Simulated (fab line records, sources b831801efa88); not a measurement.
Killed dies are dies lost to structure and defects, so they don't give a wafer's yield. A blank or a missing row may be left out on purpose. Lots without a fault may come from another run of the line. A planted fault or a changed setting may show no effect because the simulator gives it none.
Problem report in the 8D (eight disciplines) form, filled by code | flow gf180mcu | the parts of the form that need people (team, actions taken, sign-off) are left out

1. THE PROBLEM
MIM_ALCU_RS at GF_MIM_RS_MEAS_10 reads a mean of 0.2259 ohm/sq on 6 wafers of 2 lots; wafers without a fault read 0.1597 ohm/sq with a standard deviation of 0.002. That is +33 standard deviations from the usual mean.
The step: measures by four-point-probe.
First seen on wafer L448.1, day 26 07:13, on film_metro-03. The record holds 30 wafers of 10 lots with a number at this step. Rule for "out", or "out of limits": more than 4 standard deviations from the usual mean. The other wafers with a number count as sound.

2. WHAT IT IS AND WHAT IT IS NOT
question                    | is                           | is not
which readings at this step | MIM_ALCU_RS                  | -
which lots                  | L448, L449                   | L444, L445, L458, L459, L461, L462, L463, L464
which wafers of those lots  | all that have a number       | -
read on which gauges        | film_metro-01, film_metro-03 | film_metro-02
when                        | from day 26 07:13            | up to then (6 sound wafers); but 18 sound wafers of L458, L459, L461, L462, L463, L464 came after

3. SUSPECTS, AND WHAT RULES EACH OUT
Counting: a tool at a process step up to the reading stays a suspect if it ran every lot that is out and no sound lot after the first of them.
- the gauge at GF_MIM_RS_MEAS_10: ruled out. The wafers that are out were read on 2 gauges (film_metro-01, film_metro-03).
- pvd_sputter-04 at GF_MIM_SPUTTER_08 (material AlCu, target thk 200 nm, time 10.6 s): ruled out as a lasting fault. Sound lots L459, L461, L462, L463 ran on it after its first lot that is out, L448 (day 26 07:10).
- pvd_sputter-04 at GF_MIM_SPUTTER_09 (material TiN, target thk 35 nm, time 30.05 s): ruled out as a lasting fault. Sound lots L459, L461, L462, L463 ran on it after its first lot that is out, L448 (day 26 07:11).
Left after counting: nothing in the record.

4. THE CAUSE (what the simulator had put in)
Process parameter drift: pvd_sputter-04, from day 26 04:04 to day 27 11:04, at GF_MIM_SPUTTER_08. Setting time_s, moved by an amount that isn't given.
Counting ruled it out, wrongly: the rule takes a fault to strike every lot that its tool runs from its start on, and this one did not.

5. THE CHAIN OF EFFECTS, in route order
Each row: a reading whose mean over the struck wafers that have a number lies more than 3 standard deviations from the usual. Only readings for which the record gives a usual standard deviation are gone through. hours: the time from each lot's start at the first step in this table that gives one to its start at this step, as a median over the lots. sigmas: the change in usual standard deviations.
hours | step                 | reading            | usual         | on struck wafers | change  | sigmas
0     | GF_MIM_RS_MEAS_10    | MIM_ALCU_RS        | 0.1597 ohm/sq | 0.2259           | +0.0662 | +33
3     | GF_MIM_THK_MEAS_11   | MIM_ALCU_THK       | 196 nm        | 141              | -55     | -17
20    | GF_MIM_METAL_ETCH_19 | oes_product_au     | 0.943 a.u.    | 0.836            | -0.107  | -15
20    | GF_MIM_METAL_ETCH_19 | throttle_valve_pct | 28.282 %      | 28.400           | +0.118  | +12
The process steps in it:
- GF_MIM_METAL_ETCH_19: etches the open film in Cl2/BCl3, stops on Si3N4, target depth 324.5 nm, time 54.1 s.

6. WHAT WOULD HAVE CAUGHT IT SOONER
In this record the first reading out of limits at a measuring or inspecting step was taken at day 26 07:13, 3 hours after the fault began at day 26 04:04.
Of the tool readings at GF_MIM_SPUTTER_08 for which the record gives a usual standard deviation, none was out on any struck wafer, so an alarm limit of 4 standard deviations on them would not have fired.
